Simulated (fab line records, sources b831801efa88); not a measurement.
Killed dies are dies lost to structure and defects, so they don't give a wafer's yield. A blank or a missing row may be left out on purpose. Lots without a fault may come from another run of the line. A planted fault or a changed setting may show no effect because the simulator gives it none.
One fault seen from 2 desks | flow gf180mcu | each desk has only its own numbers; what lay behind them comes last

THE TOOL OWNER'S DESK: litho_track-02
The tool's own readings at GF_MVSD_SOFTBAKE_03: means of the sampled wafers that have a number, for each lot that ran on this tool. A lot is out of limits, marked OUT, if its mean lies more than 4 standard deviations from the usual mean; the brackets give that distance.
Columns: A = heater_power_total_W at GF_MVSD_SOFTBAKE_03, usual 65.32 W; B = plate_temp_C at GF_MVSD_SOFTBAKE_03, usual 109.99 C
lot  | first seen here | A               | B
L877 | day 4 20:26     | 65.45           | 109.98
L878 | day 5 01:11     | 65.25           | 110.06
L881 | day 5 18:20     | 65.27           | 110.02
L893 | day 8 16:47     | 71.27 (+43) OUT | 117.35 (+57) OUT
L894 | day 8 21:01     | 71.18 (+42) OUT | 117.22 (+56) OUT
This desk's finding: out of limits on L893, L894; first on L893, day 8 16:47 (heater_power_total_W at GF_MVSD_SOFTBAKE_03). In limits: L877, L878, L881.

THE METROLOGY DESK
What the gauges read, lot by lot, whatever tool the lot ran on: means of the sampled wafers that have a number. A lot is out of limits, marked OUT, if its mean lies more than 4 standard deviations from the usual mean; the brackets give that distance.
Columns: A = NWELL_TW at GF_NWELL_TW_MEAS_11, usual 1570; B = MVSD_TW at GF_MVSD_TW_MEAS_11, usual 1579
lot  | first seen here | A    | B
L874 | day 3 07:22     | 1556 | 1579
L875 | day 3 12:35     | 1570 | 1576
L876 | day 3 18:35     | 1578 | 1549
L877 | day 3 23:51     | 1570 | 1591
L878 | day 4 04:55     | 1595 | 1560
L879 | day 4 09:35     | 1581 | 1600
L881 | day 4 21:26     | 1579 | 1596
L882 | day 5 02:32     | 1557 | 1557
L884 | day 5 13:43     | 1550 | 1600
L892 | day 7 10:49     | 1574 | 1599
L893 | day 7 16:13     | 1548 | 1588
L894 | day 7 20:47     | 1546 | 1555
L897 | day 8 14:35     | 1583 | 1582
This desk's finding: nothing out of limits on any of the 13 lots.

PUT TOGETHER
The tool owner's desk could have raised an alarm at day 8 16:47, on L893, L894.
The metrology desk saw nothing out of limits.
The metrology desk has L893, L894 on record, within its limits.
Of the lots named, all ran GF_MVSD_SOFTBAKE_03 on litho_track-02.

WHAT THE SIMULATOR HAD PUT IN
Process parameter drift: litho_track-02, from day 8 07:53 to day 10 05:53, at GF_MVSD_SOFTBAKE_03. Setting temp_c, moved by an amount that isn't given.
Lots struck among those shown: L893, L894.
Hours from the fault's start to each desk's first reading out of limits: the tool owner's desk, 9.
